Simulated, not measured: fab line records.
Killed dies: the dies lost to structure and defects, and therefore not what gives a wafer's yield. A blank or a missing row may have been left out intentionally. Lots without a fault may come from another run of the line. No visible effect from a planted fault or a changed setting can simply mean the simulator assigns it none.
Which tool is to blame? -- flow gf180mcu -- 36 wafers from 12 lots sampled at 6 of the route's 602 steps

## WHAT THE GAUGES READ, wafer by wafer
GF_HV_LDD_RS_MEAS_53: a four-point-probe measurement. Usual: for HV_LDD_RS the level is 417.2 ohm/sq and the standard deviation is 0.95.
lot,measured,on,HV_LDD_RS (ohm/sq),flag
L777,day 12 10:35,film-metro-01,418.4 417.9 417.8,
L781,day 13 18:48,film-metro-03,416.0 417.3 416.8,
L785,day 15 08:12,film-metro-03,416.8 417.6 416.9,
L789,day 16 09:49,film-metro-02,417.7 416.1 416.5,
L790,day 17 02:53,film-metro-03,415.9 415.5 416.3,
L793,day 18 02:02,film-metro-01,418.3 419.1 419.5,
L795,day 18 13:06,film-metro-02,417.3 417.1 417.8,
L796,day 19 01:40,film-metro-02,417.3 417.9 418.7,
L797,day 19 07:46,film-metro-03,417.5 417.2 416.9,
L798,day 19 11:19,film-metro-02,416.3 416.8 416.6,
L799,day 20 00:55,film-metro-03,416.0 415.5 415.8,
L800,day 20 10:46,film-metro-03,416.1 416.9 416.9,

GF_HV_LDD_THK_MEAS_57. Usual: for HV_LDD_CVD_56_THK the level is 89.8 nm and the standard deviation is 0.8.
lot,measured,on,HV_LDD_CVD_56_THK (nm),flag
L777,day 12 13:11,film-metro-02,91.0 90.8 91.1,
L781,day 13 21:29,film-metro-02,88.5 89.8 89.3,
L785,day 15 10:50,film-metro-03,90.5 91.0 91.0,
L789,day 16 12:27,film-metro-02,90.8 90.0 90.2,
L790,day 17 05:31,film-metro-02,89.7 89.7 90.1,
L793,day 18 04:40,film-metro-03,89.2 89.1 89.2,
L795,day 18 15:44,film-metro-03,90.1 90.4 90.5,
L796,day 19 04:17,film-metro-03,89.8 89.2 87.8,
L797,day 19 10:23,film-metro-03,90.7 90.8 90.3,
L798,day 19 13:57,film-metro-03,90.3 90.8 89.6,
L799,day 20 03:31,film-metro-01,90.3 89.9 89.7,
L800,day 20 13:23,film-metro-03,89.0 89.0 88.8,

GF_NSD_CD_MEAS_07: the cd target is 400 nm. Usual: cd-nm reads 401.1 nm (standard deviation 2.2).
lot,measured,on,cd-nm (nm),flag
L777,day 13 08:55,cd-sem-02,400.9 400.6 398.7,
L781,day 14 18:29,cd-sem-01,403.3 403.3 402.8,
L785,day 16 08:30,cd-sem-02,402.0 399.8 401.5,
L789,day 17 11:25,cd-sem-02,402.3 402.8 404.5,
L790,day 18 04:24,cd-sem-01,402.0 404.5 403.7,
L793,day 19 04:27,cd-sem-01,395.1 395.7 395.8,
L795,day 19 15:51,cd-sem-01,402.7 400.1 400.5,
L796,day 20 04:21,cd-sem-01,400.4 399.9 400.1,
L797,day 20 10:49,cd-sem-01,400.5 400.6 399.5,
L798,day 20 14:18,cd-sem-01,401.8 400.2 399.8,
L799,day 21 03:47,cd-sem-01,403.6 403.4 402.3,
L800,day 21 13:37,cd-sem-01,402.2 405.0 403.0,

GF_PSD_RS_MEAS_14: a four-point-probe measurement. Usual: for NSD_RS the level is 46.11 ohm/sq and the standard deviation is 0.081.
lot,measured,on,NSD_RS (ohm/sq),flag
L777,day 14 06:31,film-metro-04,46.16 46.13 46.12,
L781,day 15 15:40,film-metro-01,46.19 46.14 46.14,
L785,day 17 08:14,film-metro-03,45.86 45.74 45.81,OFF
L789,day 18 11:55,film-metro-03,45.76 45.61 45.70,OFF
L790,day 19 05:35,film-metro-01,46.19 46.15 46.12,
L793,day 20 05:35,film-metro-04,46.11 46.20 46.03,
L795,day 20 16:59,film-metro-03,46.12 46.13 46.09,
L796,day 21 05:29,film-metro-03,46.11 46.16 46.07,
L797,day 21 12:31,film-metro-03,46.00 46.01 45.99,
L798,day 21 15:44,film-metro-04,46.17 46.19 46.17,
L799,day 22 04:10,film-metro-03,46.24 46.16 46.17,
L800,day 22 14:21,film-metro-04,46.19 46.08 46.09,

## WHAT TOOL EACH LOT RAN ON (gives the tool, then ch and the chambers of the sampled wafers, and finally the start)
lot,GF_NSD_IMPLANT_09,GF_NSD_STRIP_11
L777,"implanter-03 ch 0, day 13 09:05","plasma-asher-02 ch 0,1, day 13 09:20"
L781,"implanter-01 ch 0, day 14 18:38","plasma-asher-03 ch 0,1, day 14 18:55"
L785,"implanter-01 ch 0, day 16 08:40","plasma-asher-04 ch 0,1, day 16 08:58"
L789,"implanter-01 ch 0, day 17 11:34","plasma-asher-04 ch 0,1, day 17 11:52"
L790,"implanter-02 ch 0, day 18 04:34","plasma-asher-04 ch 0,1, day 18 04:52"
L793,"implanter-03 ch 0, day 19 04:37","plasma-asher-02 ch 0,1, day 19 04:55"
L795,"implanter-03 ch 0, day 19 16:01","plasma-asher-03 ch 1, day 19 16:19"
L796,"implanter-02 ch 0, day 20 04:31","plasma-asher-04 ch 0,1, day 20 04:49"
L797,"implanter-01 ch 0, day 20 10:59","plasma-asher-02 ch 0,1, day 20 11:16"
L798,"implanter-03 ch 0, day 20 14:28","plasma-asher-04 ch 0,1, day 20 14:46"
L799,"implanter-03 ch 0, day 21 03:58","plasma-asher-03 ch 0,1, day 21 04:14"
L800,"implanter-02 ch 0, day 21 13:47","plasma-asher-04 ch 0,1, day 21 14:04"
- GF_NSD_IMPLANT_09
- GF_NSD_STRIP_11: strips in O2/N2.

## AS READ BY THE TOOLS THEMSELVES (means over the sampled wafers that have a number; for cases with no such wafer, the mark the record gives instead)
GF_NSD_IMPLANT_09. Usual: beam-energy-keV 60.003, standard deviation 0.019; dose-ions-cm2 4.001e+15, standard deviation 4.8e+12.
lot,tool,beam-energy-keV,dose-ions-cm2,flag
L777,implanter-03,60.005,4.000e+15,
L781,implanter-01,60.006,4.000e+15,
L785,implanter-01,60.016,4.320e+15,OFF
L789,implanter-01,59.994,4.318e+15,OFF
L790,implanter-02,59.998,4.001e+15,
L793,implanter-03,60.024,4.003e+15,
L795,implanter-03,60.015,3.998e+15,
L796,implanter-02,59.985,4.002e+15,
L797,implanter-01,59.991,3.994e+15,
L798,implanter-03,60.007,4.003e+15,
L799,implanter-03,60.007,4.005e+15,
L800,implanter-02,59.988,3.998e+15,

GF_NSD_STRIP_11. Usual: drypump-motor-current-A 5.9 A, standard deviation 0.58; heater-power-w 325 W, standard deviation 39; oes-product-au 0.486 a.u., standard deviation 0.0046; platen-temp-c 250.00 C, standard deviation 0.17; strip-time-to-endpoint-s 22.95 s, standard deviation 0.037.
lot,tool,drypump-motor-current-A (A),heater-power-w (W),oes-product-au (a.u.),platen-temp-c (C),strip-time-to-endpoint-s (s),flag
L777,plasma-asher-02,5.9,327,0.485,250.02,22.88,
L781,plasma-asher-03,6.3,302,0.485,249.99,23.00,
L785,plasma-asher-04,5.8,331,0.484,249.97,23.27,OFF
L789,plasma-asher-04,5.9,330,0.479,250.03,23.29,OFF
L790,plasma-asher-04,5.4,326,0.485,250.13,22.93,
L793,plasma-asher-02,5.9,324,0.488,250.00,22.94,
L795,plasma-asher-03,6.7,403,0.488,250.04,22.95,
L796,plasma-asher-04,5.8,330,0.487,249.90,22.95,
L797,plasma-asher-02,5.9,319,0.488,250.02,22.87,
L798,plasma-asher-04,5.8,329,0.492,249.90,22.90,
L799,plasma-asher-03,6.5,349,0.484,249.95,23.00,
L800,plasma-asher-04,5.8,328,0.487,249.93,22.99,

## THE ANSWER, worked out from the rows above alone
Rule: a lot counts as off when the mean over its wafers that have a number is more than 3 standard deviations away from the usual mean. Also off: a lot with no number at a reading for which 4 or more lots have one. Where the step has rows for the other lots, those lots are counted as sound. Order of review: gauges by route order, followed by the tools' own readings, for which a lot's mean as printed above is used. The first step at which some lot is off is used, and at that step the reading that is off furthest; a lot without a number counts as furthest.
Off: L785, L789, seen at GF_PSD_RS_MEAS_14 (NSD_RS).
If a tool, at a process step before that reading, ran all the lots that are off and no sound lot after the first of them, it fits. Not tried: the gauges at GF_PSD_RS_MEAS_14; whatever is off there is also off at GF_NSD_IMPLANT_09, on other tools, and gauge error can't account for it. Of those tried, none fits.

## WHAT WAS PUT IN BY THE SIMULATOR
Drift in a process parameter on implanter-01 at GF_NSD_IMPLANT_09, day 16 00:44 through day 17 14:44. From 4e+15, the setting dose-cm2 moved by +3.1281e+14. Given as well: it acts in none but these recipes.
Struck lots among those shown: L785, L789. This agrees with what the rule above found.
